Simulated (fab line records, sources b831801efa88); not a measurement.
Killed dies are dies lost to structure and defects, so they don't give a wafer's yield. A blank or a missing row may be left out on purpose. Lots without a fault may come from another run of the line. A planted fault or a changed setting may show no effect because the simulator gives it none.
Which tool did it? | flow sfq_line | 14 lots, 42 wafers sampled, at 4 steps of a route of 325

WHAT THE GAUGES READ, wafer by wafer
The record holds no reading of a measuring or inspecting step that can be judged against a usual standard deviation.

WHICH TOOL RAN EACH LOT (tool, then ch and the chambers of the sampled wafers, then the start)
lot  | SFQ_TRILAYER_INCOMING_OXIDATION_002 | SFQ_TRILAYER_I3_DEP_PECVD_081   | SFQ_TRILAYER_M4_BARC_OPEN_METAL_ETCH_123 | SFQ_TRILAYER_JJ_TRILAYER_DEP_SPUTTER_110
L878 | furnace-01 ch 0, day 1 10:07        | pecvd-04 ch 0,2, day 43 00:46   | rie_metal-02 ch 0,1, day 49 11:35        | pvd_sputter-04, day 55 02:53
L879 | furnace-02 ch 0, day 1 15:07        | pecvd-04 ch 0,2, day 43 10:47   | rie_metal-01 ch 0,1, day 49 16:23        | pvd_sputter-03, day 55 07:41
L880 | furnace-01 ch 0, day 1 20:07        | pecvd-01 ch 0,1,2, day 43 13:11 | rie_metal-03 ch 0,1, day 49 19:59        | pvd_sputter-05, day 55 10:05
L881 | furnace-02 ch 0, day 2 01:07        | pecvd-03 ch 0,1,2, day 44 05:59 | rie_metal-02 ch 0,1, day 50 11:35        | pvd_sputter-05, day 55 23:17
L882 | furnace-01 ch 0, day 2 06:07        | pecvd-03 ch 0,2, day 45 00:17   | rie_metal-03 ch 0,1, day 51 13:52        | pvd_sputter-05, day 57 00:25
L883 | furnace-02 ch 0, day 2 11:07        | pecvd-04 ch 1,2, day 45 16:55   | rie_metal-01 ch 0,1, day 51 15:11        | pvd_sputter-03, day 57 02:13
L884 | furnace-02 ch 0, day 2 16:07        | pecvd-03 ch 0,2, day 45 20:31   | rie_metal-03 ch 0,1, day 51 16:23        | pvd_sputter-05, day 57 06:25
L885 | furnace-01 ch 0, day 2 21:07        | pecvd-01 ch 0,2, day 46 14:31   | rie_metal-02 ch 0, day 52 23:35          | pvd_sputter-03, day 58 19:46
L887 | furnace-01 ch 0, day 3 07:07        | pecvd-01 ch 0,1,2, day 46 20:31 | rie_metal-01 ch 0,1, day 53 03:12        | pvd_sputter-03, day 59 01:44
L890 | furnace-02 ch 0, day 3 22:07        | pecvd-04 ch 0,2, day 47 13:29   | rie_metal-02 ch 1, day 53 16:11          | pvd_sputter-03, day 59 08:56
L893 | furnace-02 ch 0, day 4 13:07        | pecvd-01 ch 0,2, day 48 17:13   | rie_metal-03 ch 0,1, day 54 17:22        | pvd_sputter-04, day 60 06:32
L894 | furnace-01 ch 0, day 4 18:07        | pecvd-04 ch 0,1,2, day 48 20:49 | rie_metal-02 ch 0,1, day 54 18:58        | pvd_sputter-03, day 60 10:10
L898 | furnace-01 ch 0, day 5 14:07        | pecvd-03 ch 0,1,2, day 50 17:22 | rie_metal-01 ch 0,1, day 61 06:43        | pvd_sputter-05, day 61 19:48
L900 | furnace-01 ch 0, day 6 00:07        | pecvd-04 ch 0,1, day 51 00:32   | rie_metal-02 ch 0,1, day 61 12:43        | pvd_sputter-03, day 62 01:38
- SFQ_TRILAYER_INCOMING_OXIDATION_002: target thk 500 nm, ox time 4939 s.
- SFQ_TRILAYER_I3_DEP_PECVD_081: deposits SiO2 from SiH4/N2O, time 111.11 s, target thk 500 nm.
- SFQ_TRILAYER_M4_BARC_OPEN_METAL_ETCH_123: etches BARC in O2, target depth 125 nm, time 41.7 s.
- SFQ_TRILAYER_JJ_TRILAYER_DEP_SPUTTER_110: material Al, target thk 8 nm, time 10 s.

WHAT THE TOOLS THEMSELVES READ (means of the sampled wafers that have a number; where no wafer has one, the mark that the record gives instead)
SFQ_TRILAYER_INCOMING_OXIDATION_002.
lot  | tool       | spike_tc_bottom_C (C) | spike_tc_centre_C (C) | spike_tc_lower_C (C) | spike_tc_top_C (C) | spike_tc_upper_C (C) | tube_center_temp_C (C) | tube_center_temp_C_max
L878 | furnace-01 | 1017.1                | 1001.1                | 1001.0               | 1013.0             | 999.0                | 1000                   | 1002.7
L879 | furnace-02 | 1017.8                | 1001.6                | 1000.3               | 1009.3             | 1001.4               | 1000                   | 1002.6
L880 | furnace-01 | 1018.3                | 1000.7                | 1002.1               | 1013.6             | 1000.8               | 1000                   | 1002.6
L881 | furnace-02 | 1018.6                | 1002.5                | 1000.3               | 1010.0             | 1001.8               | 1000                   | 1002.8
L882 | furnace-01 | 1017.4                | 1001.9                | 1002.4               | 1012.6             | 1000.2               | 1000                   | 1003.1
L883 | furnace-02 | 1018.3                | 1001.8                | 1001.2               | 1010.0             | 1001.7               | 1000                   | 1002.6
L884 | furnace-02 | 1018.0                | 1002.0                | 1001.2               | 1009.3             | 1002.3               | 1000                   | 1002.3
L885 | furnace-01 | 1017.1                | 1001.1                | 1002.5               | 1012.6             | 1000.4               | 1000                   | 1002.6
L887 | furnace-01 | 1018.3                | 1001.1                | 1001.7               | 1013.4             | 999.7                | 1000                   | 1002.4
L890 | furnace-02 | 1028.5                | 1011.6                | 1011.6               | 1020.7             | 1011.8               | 1011                   | 1013.5
L893 | furnace-02 | 1028.6                | 1011.5                | 1011.7               | 1019.5             | 1012.5               | 1011                   | 1013.2
L894 | furnace-01 | 1017.1                | 1001.3                | 1003.4               | 1013.4             | 999.8                | 1000                   | 1002.5
L898 | furnace-01 | 1019.6                | 1000.5                | 1000.9               | 1011.7             | 1000.1               | 1000                   | 1002.4
L900 | furnace-01 | 1017.4                | 1000.1                | 1002.1               | 1012.9             | 999.4                | 1000                   | 1002.3

SFQ_TRILAYER_I3_DEP_PECVD_081.
lot  | tool     | heater_power_outer_w (W) | heater_power_w (W) | throttle_valve_pct (%)
L878 | pecvd-04 | 31                       | 85                 | 25.2
L879 | pecvd-04 | 27                       | 75                 | 25.6
L880 | pecvd-01 | 30                       | 83                 | 27.0
L881 | pecvd-03 | 38                       | 101                | 24.3
L882 | pecvd-03 | 43                       | 101                | 24.5
L883 | pecvd-04 | 30                       | 85                 | 25.5
L884 | pecvd-03 | 39                       | 95                 | 24.4
L885 | pecvd-01 | 24                       | 75                 | 28.2
L887 | pecvd-01 | 29                       | 80                 | 26.9
L890 | pecvd-04 | 26                       | 71                 | 25.9
L893 | pecvd-01 | 23                       | 72                 | 28.3
L894 | pecvd-04 | 31                       | 87                 | 25.9
L898 | pecvd-03 | 37                       | 100                | 24.6
L900 | pecvd-04 | 29                       | 90                 | 25.6

SFQ_TRILAYER_M4_BARC_OPEN_METAL_ETCH_123.
lot  | tool         | chamber_pressure_mTorr (mTorr) | drypump_motor_current_A (A) | oes_product_au (a.u.)
L878 | rie_metal-02 | 9.997                          | 5.69                        | 0.686
L879 | rie_metal-01 | 10.005                         | 6.24                        | 0.688
L880 | rie_metal-03 | 9.994                          | 5.94                        | 0.683
L881 | rie_metal-02 | 10.009                         | 5.71                        | 0.682
L882 | rie_metal-03 | 10.006                         | 5.94                        | 0.682
L883 | rie_metal-01 | 9.996                          | 6.22                        | 0.681
L884 | rie_metal-03 | 10.008                         | 5.95                        | 0.687
L885 | rie_metal-02 | 10.002                         | 5.62                        | 0.685
L887 | rie_metal-01 | 10.002                         | 6.21                        | 0.681
L890 | rie_metal-02 | 10.000                         | 5.77                        | 0.685
L893 | rie_metal-03 | 10.005                         | 5.93                        | 0.681
L894 | rie_metal-02 | 9.995                          | 5.68                        | 0.686
L898 | rie_metal-01 | 9.998                          | 6.14                        | 0.684
L900 | rie_metal-02 | 10.000                         | 5.66                        | 0.689

SFQ_TRILAYER_JJ_TRILAYER_DEP_SPUTTER_110.
lot  | tool           | throttle_valve_pct (%)
L878 | pvd_sputter-04 | 30.4
L879 | pvd_sputter-03 | 29.3
L880 | pvd_sputter-05 | 30.7
L881 | pvd_sputter-05 | 31.2
L882 | pvd_sputter-05 | 30.6
L883 | pvd_sputter-03 | 28.9
L884 | pvd_sputter-05 | 30.6
L885 | pvd_sputter-03 | 28.6
L887 | pvd_sputter-03 | 28.9
L890 | pvd_sputter-03 | 28.9
L893 | pvd_sputter-04 | 29.9
L894 | pvd_sputter-03 | 29.0
L898 | pvd_sputter-05 | 30.8
L900 | pvd_sputter-03 | 29.1

THE ANSWER, worked out from the rows above alone
Rule: what is usual is taken from the lots themselves. Put in order of their means at a reading, lots are off if they are a third of the lots or fewer, leave a main group of 4 or more, and stand apart from it by a gap of 3 or more times the standard deviation of the main group's means; of several such gaps the widest counts. A main group whose means are all the same, to the digits that the tables above print for the reading, isn't used. A lot without any number at a reading at which 4 lots or more have one is off too. The other lots that the step has rows for count as sound. The gauges are gone through in route order, then the tools' own readings, and for those a lot's mean is taken as printed above. The first step at which some lot is off is used, and at that step the reading that is off furthest; a lot without a number counts as furthest.
Off: L890, L893, at SFQ_TRILAYER_INCOMING_OXIDATION_002 (tube_center_temp_C_max). The main group: mean 1002.6, standard deviation 0.22.
A tool fits if, at that step or a process step before it, it ran every lot that is off, and no sound lot after the first of them. One fits: furnace-02 at SFQ_TRILAYER_INCOMING_OXIDATION_002. Its last sound lot is L884 (day 2 16:07), its first lot that is off L890 (day 3 22:07): a fault that began between those two fits.
The tool's own readings at SFQ_TRILAYER_INCOMING_OXIDATION_002 bear it out: on the lots that are off they differ by more than 5 times the standard deviation of the sound lots' means. spike_tc_bottom_C reads 1028.5 C there against 1017.9 C on the sound lots; spike_tc_centre_C reads 1011.5 C there against 1001.3 C on the sound lots; spike_tc_lower_C reads 1011.7 C there against 1001.6 C on the sound lots; spike_tc_top_C reads 1020.1 C there against 1011.8 C on the sound lots; spike_tc_upper_C reads 1012.1 C there against 1000.5 C on the sound lots; tube_center_temp_C reads 1011 C there against 1000 C on the sound lots; tube_center_temp_C_max reads 1013.4 there against 1002.6 on the sound lots.

WHAT THE SIMULATOR HAD PUT IN
Process parameter drift: furnace-02, from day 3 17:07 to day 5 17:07, at SFQ_TRILAYER_INCOMING_OXIDATION_002. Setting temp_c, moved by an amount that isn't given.
Lots struck among those shown: L890, L893. The rule above found the same.
